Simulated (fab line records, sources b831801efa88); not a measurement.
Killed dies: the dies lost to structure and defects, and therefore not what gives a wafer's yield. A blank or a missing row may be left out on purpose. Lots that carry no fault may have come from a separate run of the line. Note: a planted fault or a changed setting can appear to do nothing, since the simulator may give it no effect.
Which tool was responsible? | flow gf180mcu | 36 wafers from 12 lots sampled at 7 of the route's 602 steps

== WHAT THE GAUGES READ, wafer by wafer ==
GF_HV_LDD_THK_MEAS_55.
lot  | measured     | on            | HV_LDD_CVD_54_THK (nm)
L323 | day 12 10:38 | film metro-02 | 10.11 10.01 10.03
L324 | day 12 17:50 | film metro-02 | 9.98 10.14 10.09
L325 | day 13 00:07 | film metro-03 | 10.10 10.14 10.18
L327 | day 13 21:16 | film metro-02 | 10.11 10.16 10.03
L328 | day 14 02:24 | film metro-04 | 10.14 10.10 10.16
L329 | day 14 11:56 | film metro-03 | 9.95 9.92 10.13
L332 | day 15 09:13 | film metro-03 | 10.14 10.01 10.14
L333 | day 15 19:03 | film metro-02 | 9.90 10.02 9.82
L336 | day 16 21:20 | film metro-04 | 9.92 9.96 9.88
L337 | day 17 09:24 | film metro-04 | 10.08 10.04 9.97
L338 | day 17 19:54 | film metro-03 | 10.06 10.05 10.13
L342 | day 18 19:56 | film metro-04 | 9.76 9.97 10.01

GF_PSD_TW_MEAS_11.
lot  | measured     | on            | PSD_TW
L323 | day 14 04:35 | film metro-02 | 3174 3168 3173
L324 | day 14 12:59 | film metro-02 | 3190 3186 3170
L325 | day 14 19:19 | film metro-03 | 3197 3193 3200
L327 | day 15 17:56 | film metro-01 | 3226 3219 3215
L328 | day 15 23:32 | film metro-02 | 3153 3149 3155
L329 | day 16 08:35 | film metro-02 | 3158 3153 3164
L332 | day 17 08:38 | film metro-03 | 3222 3220 3223
L333 | day 17 19:02 | film metro-01 | 3229 3235 3208
L336 | day 18 22:00 | film metro-01 | 3618 3608 3596
L337 | day 19 09:52 | film metro-01 | 3199 3229 3222
L338 | day 19 21:56 | film metro-03 | 3211 3185 3199
L342 | day 20 22:26 | film metro-02 | 3530 3551 3534

GF_PSD_RS_MEAS_15: the measuring method here is four-point-probe.
lot  | measured     | on            | PSD_RS (ohm/sq)
L323 | day 14 04:56 | film metro-01 | 109.04 108.80 108.96
L324 | day 14 13:18 | film metro-03 | 108.45 108.31 108.72
L325 | day 14 19:41 | film metro-02 | 108.73 108.50 108.43
L327 | day 15 18:14 | film metro-01 | 108.59 108.79 108.83
L328 | day 15 23:51 | film metro-03 | 108.57 108.49 108.57
L329 | day 16 08:53 | film metro-01 | 108.99 108.78 108.83
L332 | day 17 09:03 | film metro-02 | 108.48 108.50 108.97
L333 | day 17 19:26 | film metro-02 | 108.24 108.29 108.36
L336 | day 18 22:34 | film metro-03 | 98.09 98.17 98.23
L337 | day 19 10:10 | film metro-03 | 108.89 109.04 108.84
L338 | day 19 22:15 | film metro-02 | 109.00 108.75 108.56
L342 | day 20 23:02 | film metro-01 | 98.39 98.23 98.07

GF_SAB_CD_MEAS_09 targets a cd of 420 nm.
lot  | measured     | on        | cd nm (nm)
L323 | day 15 02:07 | cd sem-01 | 420.1 419.9 417.7
L324 | day 15 10:25 | cd sem-01 | 419.5 420.5 422.4
L325 | day 15 16:55 | cd sem-02 | 417.6 417.4 420.9
L327 | day 16 15:31 | cd sem-02 | 417.3 419.1 416.4
L328 | day 16 22:27 | cd sem-01 | 417.9 417.3 418.4
L329 | day 17 07:37 | cd sem-01 | 420.1 420.6 418.7
L332 | day 18 08:04 | cd sem-02 | 421.6 423.2 422.1
L333 | day 18 19:07 | cd sem-01 | 421.7 420.8 421.3
L336 | day 19 22:12 | cd sem-01 | 418.1 418.7 416.9
L337 | day 20 10:10 | cd sem-01 | 417.9 417.9 415.5
L338 | day 20 22:10 | cd sem-01 | 420.6 419.3 421.8
L342 | day 21 22:02 | cd sem-01 | 420.0 419.0 419.7

== TOOL THAT RAN EACH LOT (tool first, then ch and the chambers of the sampled wafers, then the start) ==
lot  | GF_HV_LDD_RTA_52                 | GF_PSD_IMPLANT_09               | GF_PSD_STRIP_10
L323 | rtp anneal-01 ch 0, day 12 09:25 | implanter-03 ch 0, day 14 04:23 | plasma asher-03 ch 0,1, day 14 04:30
L324 | rtp anneal-02 ch 0, day 12 16:38 | implanter-03 ch 0, day 14 12:44 | plasma asher-03 ch 1, day 14 12:53
L325 | rtp anneal-02 ch 0, day 12 21:38 | implanter-03 ch 0, day 14 19:04 | plasma asher-03 ch 0,1, day 14 19:13
L327 | rtp anneal-02 ch 0, day 13 19:20 | implanter-04 ch 0, day 15 17:41 | plasma asher-03 ch 0,1, day 15 17:50
L328 | rtp anneal-01 ch 0, day 14 01:11 | implanter-01 ch 0, day 15 23:17 | plasma asher-03 ch 0,1, day 15 23:26
L329 | rtp anneal-02 ch 0, day 14 10:44 | implanter-04 ch 0, day 16 08:20 | plasma asher-01 ch 0,1, day 16 08:29
L332 | rtp anneal-02 ch 0, day 15 08:01 | implanter-03 ch 0, day 17 08:24 | plasma asher-01 ch 0,1, day 17 08:32
L333 | rtp anneal-02 ch 0, day 15 17:50 | implanter-04 ch 0, day 17 18:47 | plasma asher-03 ch 0,1, day 17 18:56
L336 | rtp anneal-01 ch 0, day 16 20:05 | implanter-04 ch 0, day 18 21:28 | plasma asher-01 ch 0,1, day 18 21:55
L337 | rtp anneal-01 ch 0, day 17 08:07 | implanter-04 ch 0, day 19 09:37 | plasma asher-01 ch 0, day 19 09:46
L338 | rtp anneal-01 ch 0, day 17 18:37 | implanter-04 ch 0, day 19 21:41 | plasma asher-02 ch 0,1, day 19 21:50
L342 | rtp anneal-01 ch 0, day 18 18:44 | implanter-04 ch 0, day 20 21:53 | plasma asher-01 ch 0,1, day 20 22:20
- GF_HV_LDD_RTA_52: time 10 s.
- GF_PSD_IMPLANT_09
- GF_PSD_STRIP_10: strips in O2/N2.

== WHAT THE TOOLS THEMSELVES READ (means of the sampled wafers that have a number; where no wafer has one, the mark that the record gives instead) ==
GF_HV_LDD_RTA_52.
lot  | tool          | lamp power pct (%) | wafer_temp_C_max
L323 | rtp anneal-01 | 34.42              | 1002.4
L324 | rtp anneal-02 | 34.05              | 1004.1
L325 | rtp anneal-02 | 34.04              | 1004.1
L327 | rtp anneal-02 | 34.05              | 1004.1
L328 | rtp anneal-01 | 34.37              | 1002.2
L329 | rtp anneal-02 | 34.04              | 1004.4
L332 | rtp anneal-02 | 34.03              | 1004.0
L333 | rtp anneal-02 | 34.02              | 1004.8
L336 | rtp anneal-01 | 34.35              | 1003.7
L337 | rtp anneal-01 | 34.39              | 1002.2
L338 | rtp anneal-01 | 34.38              | 1003.0
L342 | rtp anneal-01 | 34.34              | 1002.4

GF_PSD_STRIP_10.
lot  | tool            | drypump motor current A (A) | heater power w (W) | oes product au (a.u.) | strip time to endpoint s (s)
L323 | plasma asher-03 | 6.6                         | 350                | 0.590                 | 16.48
L324 | plasma asher-03 | 6.6                         | 362                | 0.589                 | 16.54
L325 | plasma asher-03 | 6.5                         | 346                | 0.597                 | 16.52
L327 | plasma asher-03 | 6.6                         | 347                | 0.593                 | 16.58
L328 | plasma asher-03 | 6.6                         | 349                | 0.590                 | 16.53
L329 | plasma asher-01 | 5.8                         | 352                | 0.591                 | 16.48
L332 | plasma asher-01 | 5.8                         | 345                | 0.593                 | 16.55
L333 | plasma asher-03 | 6.6                         | 331                | 0.593                 | 16.54
L336 | plasma asher-01 | 5.8                         | 345                | 0.543                 | 18.88
L337 | plasma asher-01 | 5.3                         | 285                | 0.589                 | 16.55
L338 | plasma asher-02 | 5.8                         | 363                | 0.593                 | 16.53
L342 | plasma asher-01 | 5.8                         | 352                | 0.544                 | 18.91

== THE ANSWER, worked out from the rows above alone ==
Rule: the usual values come from the lots themselves. Put in order of their means at a reading, lots are off if they are a third of the lots or fewer, leave a main group of 4 or more, and stand apart from it by a gap of 3 or more times the standard deviation of the main group's means; of several such gaps the widest counts. A main group whose means are all the same, to the digits that the tables above print for the reading, isn't used. Also off: a lot with no number at a reading for which 4 or more lots have one. All remaining lots with rows at the step are treated as sound. Order of review: gauges by route order, followed by the tools' own readings, for which a lot's mean as printed above is used. The first step at which some lot is off is used, and at that step the reading that is off furthest; a lot without a number counts as furthest.
Off: L336, L342, at GF_PSD_TW_MEAS_11 (PSD_TW). Mean 3194 and standard deviation 26 in the main group.
A tool fits if, at a process step before that reading, it ran every lot that is off, and no sound lot after the first of them. The gauges at GF_PSD_TW_MEAS_11 aren't tried: what is off there is off at GF_PSD_STRIP_10 too, on other tools, and a gauge's error can't cause that. No candidate that was tried fits.

== WHAT THE SIMULATOR PUT IN ==
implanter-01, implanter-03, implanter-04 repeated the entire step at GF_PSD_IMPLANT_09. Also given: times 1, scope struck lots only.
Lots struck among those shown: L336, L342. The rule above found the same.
